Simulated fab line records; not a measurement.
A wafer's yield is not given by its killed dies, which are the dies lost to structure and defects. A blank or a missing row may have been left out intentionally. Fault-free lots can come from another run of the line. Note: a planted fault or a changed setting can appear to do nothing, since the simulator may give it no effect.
Which tool did it?    flow sky130    Sampling: 12 lots, 36 wafers, 5 of 708 route steps

WHAT THE GAUGES READ, wafer by wafer
SKY_VIA3_THK_MEAS_01. Usual: VIA3_HDPCVD_THK gives 1625 nm (standard deviation 15).
lot   measured      on            VIA3_HDPCVD_THK (nm)  flag
L724  day 36 16:24  filmMetro-02  1598 1612 1597        
L729  day 37 16:10  filmMetro-02  1631 1628 1613        
L728  day 37 18:11  filmMetro-02  1622 1611 1650        
L730  day 38 07:31  filmMetro-02  1624 1612 1640        
L731  day 38 16:21  filmMetro-01  1618 1623 1633        
L733  day 38 17:22  filmMetro-02  1649 1652 1645        
L737  day 39 21:35  filmMetro-02  1951 1620 1630        OFF
L739  day 40 17:07  filmMetro-04  1944 1622 1620        OFF
L743  day 47 08:41  filmMetro-02  1624 1618 1611        
L744  day 47 13:43  filmMetro-02  1646 1634 1646        
L745  day 47 14:09  filmMetro-02  1614 1610 1643        
L746  day 47 15:28  filmMetro-04  1662 1622 1619        

SKY_VIA3_BOW_MEAS_03. Usual: VIA3_BOW gives 79 um (standard deviation 8).
lot   measured      on            VIA3_BOW (um)  flag
L724  day 36 16:46  filmMetro-02  75 76 69       
L729  day 37 16:31  filmMetro-04  101 82 94      
L728  day 37 18:33  filmMetro-04  78 73 98       
L730  day 38 07:53  filmMetro-02  72 73 71       
L731  day 38 16:43  filmMetro-02  79 80 83       
L733  day 38 17:43  filmMetro-01  76 85 82       
L737  day 39 21:57  filmMetro-04  69 65 70       
L739  day 40 17:29  filmMetro-02  80 82 84       
L743  day 47 09:03  filmMetro-04  87 83 66       
L744  day 47 14:11  filmMetro-04  72 88 75       
L745  day 47 14:31  filmMetro-01  82 88 68       
L746  day 47 15:50  filmMetro-01  64 88 69       

SKY_VIA3_CD_MEAS_12: the cd target is 200 nm. Usual: cdNm at 199.7 nm, with a standard deviation of 1.7.
lot   measured      on        cdNm (nm)          flag
L724  day 37 19:13  cdSem-02  202.0 201.6 201.1  
L729  day 38 18:40  cdSem-01  200.7 200.9 200.4  
L728  day 38 20:43  cdSem-01  200.6 200.7 201.0  
L730  day 39 10:14  cdSem-02  200.0 199.3 199.5  
L731  day 39 18:59  cdSem-01  201.7 202.5 200.1  
L733  day 39 19:19  cdSem-01  199.3 200.3 199.8  
L737  day 40 23:13  cdSem-02  200.5 199.6 200.6  
L739  day 41 18:52  cdSem-02  193.3 196.2 195.7  
L743  day 48 02:50  cdSem-01  199.9 201.4 200.3  
L744  day 48 07:32  cdSem-02  199.0 198.6 199.1  
L745  day 48 08:04  cdSem-01  200.0 201.0 200.5  
L746  day 48 08:59  cdSem-01  199.2 200.5 200.5  

EACH LOT AND THE TOOL THAT RAN IT (in order: tool; ch and the chambers of the sampled wafers; start)
lot   SKY_CAPM_METAL_ETCH_13            SKY_VIA3_HDPCVD_00
L724  rieMetal-02 ch 0,1, day 35 11:56  hdpcvd-02 ch 0,1,2, day 36 16:14
L729  rieMetal-03 ch 0, day 36 12:16    hdpcvd-01 ch 0,1,2, day 37 15:59
L728  rieMetal-02 ch 0,1, day 36 13:35  hdpcvd-02 ch 0,1,2, day 37 18:01
L730  rieMetal-03 ch 0,1, day 37 02:26  hdpcvd-02 ch 0,1,2, day 38 07:21
L731  rieMetal-01 ch 0,1, day 37 11:37  hdpcvd-01 ch 0,1,2, day 38 16:10
L733  rieMetal-02 ch 0,1, day 37 13:13  hdpcvd-01 ch 0,1, day 38 17:11
L737  rieMetal-03 ch 0,1, day 38 17:34  hdpcvd-02 ch 0,1,2, day 39 21:25
L739  rieMetal-02 ch 0,1, day 39 13:19  hdpcvd-02 ch 0,1,2, day 40 16:57
L743  rieMetal-03 ch 0,1, day 46 12:35  hdpcvd-02 ch 1,2, day 47 08:30
L744  rieMetal-03 ch 0,1, day 46 17:52  hdpcvd-02 ch 0,2, day 47 13:32
L745  rieMetal-01 ch 0,1, day 46 18:26  hdpcvd-01 ch 0,2, day 47 13:58
L746  rieMetal-03 ch 0,1, day 46 19:29  hdpcvd-02 ch 0,1, day 47 15:17
- SKY_CAPM_METAL_ETCH_13: etches TiN in Cl2/BCl3, stops on SiO2, target depth 220 nm, time 62.9 s.
- SKY_VIA3_HDPCVD_00: deposits SiO2, target thk 1635 nm, time 272.5 s.

WHAT THE TOOLS THEMSELVES READ (means of the sampled wafers that have a number; where no wafer has one, the mark that the record gives instead)
SKY_CAPM_METAL_ETCH_13. Usual: drypumpMotorCurrentA 5.7 A, standard deviation 0.48; oesProductAu 0.944 a.u., standard deviation 0.0069; throttleValvePct 21.901 %, standard deviation 0.0096.
lot   tool         drypumpMotorCurrentA (A)  oesProductAu (a.u.)  throttleValvePct (%)  flag
L724  rieMetal-02  6.4                       0.936                21.909                
L729  rieMetal-03  5.1                       0.941                21.908                
L728  rieMetal-02  6.4                       0.944                21.896                
L730  rieMetal-03  5.3                       0.946                21.897                
L731  rieMetal-01  5.5                       0.937                21.910                
L733  rieMetal-02  6.4                       0.943                21.909                
L737  rieMetal-03  5.3                       0.943                21.905                
L739  rieMetal-02  6.2                       0.941                21.892                
L743  rieMetal-03  5.3                       0.942                21.898                
L744  rieMetal-03  5.3                       0.951                21.900                
L745  rieMetal-01  5.4                       0.938                21.907                
L746  rieMetal-03  5.4                       0.943                21.905                

SKY_VIA3_HDPCVD_00. Usual: sih4FlowSccm at 60.00 sccm, with a standard deviation of 0.18.
lot   tool       sih4FlowSccm (sccm)  flag
L724  hdpcvd-02  59.74                
L729  hdpcvd-01  59.85                
L728  hdpcvd-02  60.00                
L730  hdpcvd-02  60.08                
L731  hdpcvd-01  59.95                
L733  hdpcvd-01  60.06                
L737  hdpcvd-02  63.93                OFF
L739  hdpcvd-02  63.93                OFF
L743  hdpcvd-02  60.01                
L744  hdpcvd-02  60.08                
L745  hdpcvd-01  59.87                
L746  hdpcvd-02  60.18                

THE ANSWER, worked out from the rows above alone
Rule: take the mean of a lot's wafers that have a number; if it is more than 3 standard deviations from the usual mean, the lot is off. Also off: a lot with no number at a reading for which 4 or more lots have one. Any other lot the step has rows for is counted as sound. First the gauges in route order, then the tools' own readings, where a lot's mean is used as printed above. The first step at which some lot is off is used, and at that step the reading that is off furthest; a lot without a number counts as furthest.
Off: L737, L739, at SKY_VIA3_THK_MEAS_01 (VIA3_HDPCVD_THK).
A tool fits if, at a process step before that reading, it ran every lot that is off, and no sound lot after the first of them. Not tried: the gauges at SKY_VIA3_THK_MEAS_01; whatever is off there is also off at SKY_VIA3_HDPCVD_00, on other tools, and gauge error can't account for it. No candidate that was tried fits.

WHAT THE SIMULATOR HAD INSERTED
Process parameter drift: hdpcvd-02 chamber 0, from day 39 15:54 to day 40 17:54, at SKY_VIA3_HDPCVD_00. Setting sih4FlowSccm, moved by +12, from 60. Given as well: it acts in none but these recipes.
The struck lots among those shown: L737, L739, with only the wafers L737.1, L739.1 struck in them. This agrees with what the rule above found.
